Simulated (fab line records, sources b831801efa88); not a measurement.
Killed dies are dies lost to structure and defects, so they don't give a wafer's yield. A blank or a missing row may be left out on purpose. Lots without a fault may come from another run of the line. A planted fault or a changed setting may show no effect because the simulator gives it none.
A struck lot beside a sound one | flow sky130 | 16 steps out of a route of 708
Sound: wafers L801.1, L801.4, L801.6. Struck: wafer L818.6. (L818.1, L818.2 of the same lot were not struck and are left out.) The cause comes at the end.
At each step with rows: each side's tool, then ch and its chambers, then its first start. Under that, the readings that differ: sound wafers | struck wafers | difference of the means | sigmas: that difference in standard deviations of wafers without a fault.
alike: readings whose means differ by less than 2 such deviations, and words and numbers that are the same on both sides. not compared: withheld readings, readings that some wafer has no value for, bounds like >300 that may hide the same value, and numbers for which the record gives no deviation and whose values overlap.
The two part at a step that has a row with sigmas, a row that says differs or no value, or rows on one side only. Numbers that don't overlap but have no deviation are shown without sigmas and don't part them. A reading that every wafer of one side lacks parts them only if that side has two wafers or more.

SKY_VIA2_BOW_MEAS_03:
  sound on film_metro-02, day 36 15:01; struck on film_metro-04, day 41 02:17
  alike: VIA2_BOW
then, 8 steps without rows for these wafers: SKY_VIA2_DEHYDRATE_04 (time 60 s); SKY_VIA2_HMDS_05 (prime time 60 s); SKY_VIA2_COAT_06 (resist thk 60 nm); SKY_VIA2_COAT_07 (resist thk 450 nm); SKY_VIA2_SOFTBAKE_08 (time 90 s); SKY_VIA2_EXPOSE_09 (exposes mask VIM2, target cd 200 nm); SKY_VIA2_PEB_10; SKY_VIA2_DEVELOP_11 (develop time 60 s).
SKY_VIA2_CD_MEAS_12: target cd 200 nm.
  sound on cd_sem-01, day 37 16:52; struck on cd_sem-02, day 42 02:34
  alike: cd_nm
SKY_VIA2_OVL_MEAS_13:
  sound on overlay-01, day 37 16:59; struck on overlay-02, day 42 02:41
  alike: VIA2_OVL
SKY_VIA2_ETCH_14: etches BARC in N2/H2, stops on SiO2, time 45.9 s, target depth 60 nm.
  sound on rie_diel-04 ch 0,1,3, day 37 17:01; struck on rie_diel-04 ch 1, day 42 02:43
  alike: bias_w, drypump_motor_current_A, oes_product_au, throttle_valve_pct
  not compared: rf_hours_counter_h
SKY_VIA2_ETCH_15: etches SiO2 in C4F8/O2/Ar, stops on TiN, target depth 546 nm, time 84 s.
  sound on rie_diel-04 ch 0,1,3, day 37 17:03; struck on rie_diel-04 ch 1, day 42 02:46
  reading                                     | sound             | struck | difference | sigmas
  oes_product_au (a.u.)                       | 0.944 0.933 0.943 | 0.764  | -0.176     | -38
  model.etch.depth_nm (nm)                    | 496.9 494.8 493.2 | 336.4  | -158.6     |
  model.VIA2.feature_depth_nm (nm)            | 496.9 494.8 493.2 | 336.4  | -158.6     |
  model.KrF-thick_of_VIA2_COAT_07.thk_nm (nm) | 285.6 287.1 284.1 | 324.7  | +39.1      |
  alike: bias_w
  not compared: rf_hours_counter_h
SKY_VIA2_STRIP_16: strips in O2/N2.
  sound on plasma_asher-02 ch 0,1, day 37 17:07; struck on plasma_asher-01 ch 0, day 42 02:49
  reading                      | sound             | struck | difference | sigmas
  oes_product_au (a.u.)        | 0.394 0.401 0.391 | 0.419  | +0.024     | +5
  strip_time_to_endpoint_s (s) | 4.07 4.08 4.05    | 4.48   | +0.41      | +13
  alike: drypump_motor_current_A
  not compared: rf_hours_counter_h
then, 1 step without rows for these wafers: SKY_VIA2_STRIP_17 (strips in post etch residue remover, time 1200 s).
-- the record jumps here: 8 days lie between the struck wafers' starts before and after (it left off in module VIA2 and takes up again in module PAD_OPEN, whose first step shown is number 708 of the route) --
SKY_PAD_OPEN_PROBE_99:
  sound on prober-01, day 47 02:15; struck on prober-01, day 50 08:59
  reading                  | sound          | struck                   | difference                   | sigmas
  hold                     | - - -          | await_dispo/1.2h/release | no value on the sound wafers |
  defect_limited_yield (%) | 79.5 81.3 82.1 | 0                        | -81                          | -40
  killed_at_M0_to_M3       | 57 38 40       | 432                      | +387                         | +58
  killed_dies              | 101 92 88      | 492                      | +398                         | +41
  killed_on_rim            | 20 18 23       | 96                       | +76                          | +20
  killed_open              | 53 41 44       | 63                       | +17                          | +3
  sort_bin_5_function (%)  | 11.2 10.6 7.7  | 91.5                     | +81.7                        | +54
  sort_n_pass              | 391 400 404    | 0                        | -398                         | -41
  sort_yield_pct (%)       | 79.5 81.3 82.1 | 0                        | -81                          | -40
  alike: killed_at_M4_up, killed_at_contacts, killed_at_front_end, killed_at_other, killed_short, sort_bin_3_pad_short, sort_bin_6_memory

WHERE THEY PART
First at SKY_VIA2_ETCH_15; last, within this record, at SKY_PAD_OPEN_PROBE_99.

WHY: what the simulator had put in
Process parameter drift: rie_diel-04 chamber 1, from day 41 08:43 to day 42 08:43, at SKY_VIA2_ETCH_15. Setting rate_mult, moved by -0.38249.
